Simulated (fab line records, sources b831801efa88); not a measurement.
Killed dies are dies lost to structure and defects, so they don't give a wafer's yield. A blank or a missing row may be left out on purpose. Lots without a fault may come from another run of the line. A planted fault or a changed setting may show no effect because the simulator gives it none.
fab line records | flow sky130
record lots=12 wafers=36 last_day=49
route steps=708 shown CAPM@551 METAL3@564 VIA3@592 PAD_OPEN@708
lots that met no fault: from a run of the same line without faults
start_h: hours from the record's first day to the start of the lot's first wafer shown | wait_h: hours since the lot's step before | " the same as in the row above | L1.1+2: a row that stands for several wafers | - no value, or no start given | * or withheld: withheld | < > ~ a bound
route shown NAME@n: a module of which the file shows steps, and the number in the route of the first | usual: mean/standard deviation of fault-free wafers | same: alike in all rows | chamber/n: place in a boat | sites: the reading at each site | _std_site: their standard deviation | _edge_site: outer sites' mean less inner sites' | radius_mm: how far each site lies from the wafer's centre | mask NAME#n: copy n | behind: the tool/chamber that last shaped the wafer | hold: why the lot was held/for how many hours/how that ended | device: the transistor (n, p or np) that didn't switch | end of line: the same wafers' tests at the end of the route | a step without rows: its recipe alone | killed: dies lost to structure and defects at the first sort, not the wafer's yield | map: a wafer's dies, x killed, . not, _ none there
set.NAME: the setting as run; set.NAME@STEP: as run at that earlier step | model.NAME: the simulator's own value behind a step, which no gauge read
steps of the route over a sample of lots; a table a step, a row a wafer
services: from which hour (start_h, from the record's first day; less than 0 if before it) a tool's chamber was out of use, for how many hours, and why
## steps
# step SKY_CAPM_STRIP_14
# recipe chemistry=O2/N2 power_w=1400 pressure_mtorr=1500 platen_temp_c=withheld o2_flow_sccm=3000 n2_flow_sccm=300 overash_fraction=0.5
# usual drypump_motor_current_A=5.7/0.71 o2_flow_sccm=3001/8.2 oes_product_au=0.711/0.0044 strip_time_to_endpoint_s=12.63/0.051
# columns lot.wafer tool chamber start_h wait_h drypump_motor_current_A o2_flow_sccm oes_product_au rf_hours_counter_h strip_time_to_endpoint_s
L303.2 plasma_asher-04 0 875.79 0.1 6.5 3020 0.707 13 12.55
L303.3 " 1 " " 4.7 3006 0.702 - 12.59
L303.5 " 1 " " 4.7 2989 0.716 - 12.53
L304.2 plasma_asher-01 0 889.64 0.1 6.1 2998 0.709 71 12.58
L304.5 " 0 " " 6.2 2998 0.708 - 12.56
L304.6 " 1 " " 5.5 2989 0.713 - 12.57
L305.1 plasma_asher-04 1 891.39 0.1 4.7 3000 0.710 15 12.68
L305.4 " 0 " " 6.5 3003 0.708 - 12.60
L305.6 " 1 " " 4.7 2997 0.709 - 12.65
L308.2 plasma_asher-02 1 919.64 0.1 5.2 3012 0.711 49 12.57
L308.3 " 0 " " 6.3 2987 0.713 - 12.64
L308.5 " 1 " " 5.2 3005 0.716 - 12.61
L309.1 plasma_asher-04 0 921.04 0.1 6.5 2989 0.705 18 12.56
L309.3 " 1 " " 4.7 3002 0.717 - 12.55
L309.6 " 0 " " 6.5 2985 0.710 - 12.52
L311.2 plasma_asher-04 0 954.39 0.1 6.5 3001 0.706 21 12.65
L311.3 " 0 " " 6.5 2994 0.712 - 12.66
L311.5 " 1 " " 4.7 2992 0.711 - 12.62
L310.1 plasma_asher-02 0 955.69 0.1 6.2 2993 0.714 52 12.67
L310.2 " 1 " " 5.2 3001 0.718 52 12.59
L310.5 " 1 " " 5.2 3012 0.706 - 12.64
L313.2 plasma_asher-01 0 956.39 0.1 6.1 3002 0.711 78 12.65
L313.3 " 1 " " 5.5 2980 0.713 - 12.68
L313.6 " 1 " " 5.5 2993 0.706 - 12.64
L312.1 plasma_asher-02 1 956.69 0.1 5.2 3001 0.710 52 12.63
L312.2 " 0 " " 6.2 2999 0.709 52 12.61
L312.5 " 1 " " 5.2 2996 0.719 - 12.64
L315.1 plasma_asher-04 0 966.54 0.1 6.5 3003 0.711 23 12.61
L315.2 " 1 " " 4.7 2988 0.717 23 12.66
L315.3 " 1 " " 4.7 2994 0.711 - 12.63
L320.2 plasma_asher-02 0 995.89 0.1 6.2 2987 0.711 56 12.73
L320.3 " 1 " " 5.2 3010 0.716 - 12.65
L320.6 " 1 " " 5.2 3013 0.712 - 12.68
L321.1 plasma_asher-01 0 1003.69 0.1 6.1 3007 0.702 82 12.60
L321.2 " 1 " " 5.5 3000 0.700 82 12.61
L321.5 " 0 " " 6.1 3010 0.707 - 12.59
# step SKY_METAL3_OVL_MEAS_14
# usual METAL3_OVL=-2/5.3
# columns lot.wafer tool chamber start_h wait_h METAL3_OVL[nm]
L303.2 overlay-01 - 901.75 0.1 5
L303.3 " - " " -6
L303.5 " - " " -11
L304.2 overlay-01 - 915.31 0.1 -7
L304.5 " - " " -8
L304.6 " - " " -8
L305.1 overlay-02 - 917.35 0.1 -10
L305.4 " - " " -1
L305.6 " - " " -8
L308.2 overlay-01 - 945.26 0.1 -2
L308.3 " - " " 0
L308.5 " - " " -2
L309.1 overlay-02 - 946.20 0.1 -3
L309.3 " - " " -6
L309.6 " - " " -1
L311.2 overlay-01 - 979.01 0.1 3
L311.3 " - " " -6
L311.5 " - " " -3
L310.1 overlay-01 - 980.75 0.1 -4
L310.2 " - " " -7
L310.5 " - " " 0
L313.2 overlay-02 - 981.36 0.1 10
L313.3 " - " " -2
L313.6 " - " " 5
L312.1 overlay-01 - 981.40 0.1 2
L312.2 " - " " 10
L312.5 " - " " 1
L315.1 overlay-01 - 991.25 0.1 -4
L315.2 " - " " -2
L315.3 " - " " -7
L320.2 overlay-01 - 1019.41 0.1 2
L320.3 " - " " 2
L320.6 " - " " 5
L321.1 overlay-01 - 1026.94 0.1 -5
L321.2 " - " " 1
L321.5 " - " " -10
# step SKY_METAL3_DESCUM_15
# recipe chemistry=O2 source_power_w=150 bias_power_w=0 pressure_mtorr=10 temp_c=40 time_s=8
# usual drypump_motor_current_A=6.0/0.31 he_backside_leak_sccm=3.5/0.41 oes_product_au=1.007/0.014
# same time_s=8
# columns lot.wafer tool chamber start_h wait_h drypump_motor_current_A he_backside_leak_sccm oes_product_au rf_hours_counter_h
L303.2 rie_metal-03 1 901.78 0.0 5.6 3.4 1.014 10
L303.3 " 1 " " 5.6 3.5 1.018 -
L303.5 " 1 " " 5.6 3.5 1.021 -
L304.2 rie_metal-02 1 915.34 0.0 6.1 3.5 0.995 2
L304.5 " 0 " " 6.5 3.5 0.997 -
L304.6 " 1 " " 6.1 3.6 0.989 -
L305.1 rie_metal-03 0 917.39 0.0 6.0 3.0 0.994 19
L305.4 " 0 " " 6.0 3.2 0.989 -
L305.6 " 1 " " 5.6 3.5 1.022 -
L308.2 rie_metal-01 1 945.29 0.0 6.0 3.3 1.024 4
L308.3 " 1 " " 6.1 3.3 1.014 -
L308.5 " 0 " " 6.3 3.3 1.020 -
L309.1 rie_metal-03 0 946.24 0.0 6.0 3.4 0.996 21
L309.3 " 1 " " 5.6 3.3 1.014 -
L309.6 " 1 " " 5.6 3.3 1.009 -
L311.2 rie_metal-03 0 979.05 0.0 6.0 3.2 0.994 -
L311.3 " 0 " " 6.0 3.2 0.998 -
L311.5 " 0 " " 6.0 3.0 1.004 -
L310.1 rie_metal-02 0 980.79 0.0 6.5 3.4 1.010 11
L310.2 " 1 " " 6.1 3.3 0.985 5
L310.5 " 1 " " 6.1 3.4 0.975 -
L313.2 rie_metal-03 1 981.40 0.0 5.6 3.6 1.018 -
L313.3 " 1 " " 5.6 3.4 1.012 -
L313.6 " 1 " " 5.6 3.7 1.019 -
L312.1 rie_metal-02 0 981.44 0.0 6.5 3.3 1.006 11
L312.2 " 1 " " 6.1 3.4 0.982 5
L312.5 " 1 " " 6.1 3.4 0.984 -
L315.1 rie_metal-03 1 991.29 0.0 5.6 3.4 1.021 15
L315.2 " 1 " " 5.6 3.4 1.019 -
L315.3 " 1 " " 5.6 3.5 1.014 -
L320.2 rie_metal-01 1 1019.44 0.0 6.1 3.4 1.021 8
L320.3 " 1 " " 6.1 3.4 1.023 -
L320.6 " 0 " " 6.3 3.5 1.020 -
L321.1 rie_metal-02 1 1026.97 0.0 6.1 3.5 0.980 7
L321.2 " 0 " " 6.6 3.4 1.002 14
L321.5 " 0 " " 6.5 3.5 1.015 -
# step SKY_VIA3_CLEAN_19
# recipe chemistry=O3/DIW dry=n2_spin
# columns lot.wafer tool chamber start_h wait_h
L303.2+3+5 wet_bench-04 0 929.22 0.0
L304.2+5+6 wet_bench-01 0 941.29 0.0
L305.1+4+6 wet_bench-01 0 943.86 0.0
L308.2+3+5 wet_bench-04 3 971.52 0.0
L309.1+3+6 wet_bench-01 0 972.82 0.0
L311.2+3+5 wet_bench-01 2 1004.23 0.0
L310.1+2+5 wet_bench-01 3 1006.33 0.0
L312.1+2+5 wet_bench-04 2 1006.93 0.0
L313.2+3+6 wet_bench-01 1 1007.28 0.0
L315.1+2+3 wet_bench-01 3 1016.93 0.0
L320.2+3+6 wet_bench-04 1 1043.73 0.0
L321.1+2+5 wet_bench-01 3 1051.13 0.0
# step SKY_PAD_OPEN_PROBE_99
# usual defect_limited_yield=82.5/1.9 killed_at_M0_to_M3=43/6.4 killed_at_M4_up=2.9/1.7 killed_at_contacts=24/5 killed_at_front_end=15/4 killed_at_other=0.4/0.62 killed_dies=86/9.3 killed_open=47/6.8 killed_short=38/5.8 sort_bin_3_pad_short=0.9/0.42 sort_bin_5_function=10.3/1.5 sort_bin_6_memory=6.3/1.1 sort_n_pass=406/9.3 sort_yield_pct=82.5/1.9
# same gross_dies=492 killed_at_back_side=0 sort_bin_4_leakage[%]=0 sort_bin_8_speed[%]=0
# columns lot.wafer tool chamber start_h wait_h defect_limited_yield[%] killed_at_M0_to_M3 killed_at_M4_up killed_at_contacts killed_at_front_end killed_at_other killed_dies killed_open killed_short sort_bin_3_pad_short[%] sort_bin_5_function[%] sort_bin_6_memory[%] sort_n_pass sort_yield_pct[%]
L312.1 prober-02 - 1140.70 0.1 81.1 50 2 26 15 0 93 52 37 0.6 11.8 6.5 399 81.1
L312.2 prober-02 - 1140.75 0.1 83.5 39 7 20 14 1 81 50 30 0.8 8.5 7.1 411 83.5
L312.5 prober-02 - 1140.90 0.2 83.1 42 4 23 14 0 83 45 38 0.8 8.9 7.1 409 83.1
L321.1 prober-02 - 1177.00 0.1 74.4 81 0 27 17 1 126 52 37 2.4 15.9 7.3 366 74.4
L321.2 prober-02 - 1177.05 0.1 74.6 78 2 34 11 0 125 50 36 1.4 16.5 7.5 367 74.6
L321.5 prober-02 - 1177.20 0.2 74.4 88 1 22 15 0 126 37 48 2.4 16.9 6.3 366 74.4
# killed by level:class
L312.1 VIA1:geometric_particle:open=15 CONTACT:geometric_particle:open=13 VIA1:geometric_particle:short=8 VIA3:geometric_particle:open=6 METAL2:geometric_particle:short=6 LOCAL_INTERCONNECT:geometric_particle:short=5 VIA2:geometric_particle:open=5 FIELD_ISO:geometric_particle:short=4
L312.2 CONTACT:geometric_particle:open=11 VIA2:geometric_particle:open=10 VIA1:geometric_particle:open=9 VIA1:geometric_particle:short=7 FIELD_ISO:geometric_particle:open=6 METAL4:geometric_particle:short=6 CONTACT:geometric_particle:short=4 VIA3:geometric_particle:open=4
L312.5 VIA1:geometric_particle:open=13 CONTACT:geometric_particle:open=9 VIA1:geometric_particle:short=7 FIELD_ISO:geometric_particle:short=5 LI_CONTACT:geometric_particle:open=4 LOCAL_INTERCONNECT:geometric_particle:open=4 FIELD_ISO:geometric_particle:open=3 SPACER:geometric_particle:short=3
L321.1 VIA3:unspecified=37 VIA1:geometric_particle:open=12 CONTACT:geometric_particle:open=9 LI_CONTACT:geometric_particle:open=8 VIA3:geometric_particle:open=8 VIA2:geometric_particle:open=7 FIELD_ISO:geometric_particle:short=6 VIA2:geometric_particle:short=6
L321.2 VIA3:unspecified=39 CONTACT:geometric_particle:open=18 CONTACT:geometric_particle:short=8 VIA1:geometric_particle:open=8 VIA2:geometric_particle:open=7 VIA1:geometric_particle:short=7 METAL1:geometric_particle:short=5 POLY_GATE:geometric_particle:open=4
L321.5 VIA3:unspecified=41 METAL2:geometric_particle:short=8 LI_CONTACT:geometric_particle:open=7 CONTACT:geometric_particle:open=7 METAL1:geometric_particle:short=7 VIA1:geometric_particle:open=6 VIA1:geometric_particle:short=5 VIA2:geometric_particle:open=5
## services
# columns tool chamber start_h hours kind
rie_metal-01 1 852.15 1.1 repair
wet_bench-04 - 852.36 6.3 repair
rie_metal-01 1 853.27 - clean
rie_metal-01 1 853.27 14.5 scheduled_down
rie_metal-01 1 853.27 14.5 vent_cycle
rie_metal-02 1 866.27 - clean
rie_metal-02 1 866.27 15.4 scheduled_down
rie_metal-02 1 866.27 15.4 vent_cycle
plasma_asher-04 - 963.10 2.2 repair
rie_metal-03 1 975.72 3.4 repair
rie_metal-03 0 979.30 - clean
rie_metal-03 0 979.30 17.8 scheduled_down
rie_metal-03 0 979.30 17.8 vent_cycle
rie_metal-02 1 989.84 4.6 repair
rie_metal-03 0 1003.19 18.2 repair
rie_metal-01 - 1020.90 1.2 repair
rie_metal-03 1 1021.45 - clean
rie_metal-03 1 1021.45 15.0 scheduled_down
rie_metal-03 1 1021.45 15.0 vent_cycle
rie_metal-03 - 1045.46 4.3 pm
rie_metal-02 - 1045.51 2.8 pm
## key
first_sign step=SKY_PAD_OPEN_PROBE_99 reading=killed_at_M0_to_M3 direction=up sigmas=6.1 usual=43 struck=82
effect step=SKY_PAD_OPEN_PROBE_99 reading=killed_dies direction=up sigmas=4.3 usual=86 struck=126
met_at SKY_VIA3_CLEAN_19
struck_lots L321
struck_wafers L321.1,L321.2,L321.5
not_acting_at SKY_CAPM_STRIP_14,SKY_METAL3_OVL_MEAS_14,SKY_METAL3_DESCUM_15
onset_between 1016.93 1051.13
also_fits time
fault kind=chamber_particle_source tool=wet_bench-01 chamber=3 onset_h=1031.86 steps=SKY_VIA3_CLEAN_19 rate_per_visit_cm2=0.40163 end_h=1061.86
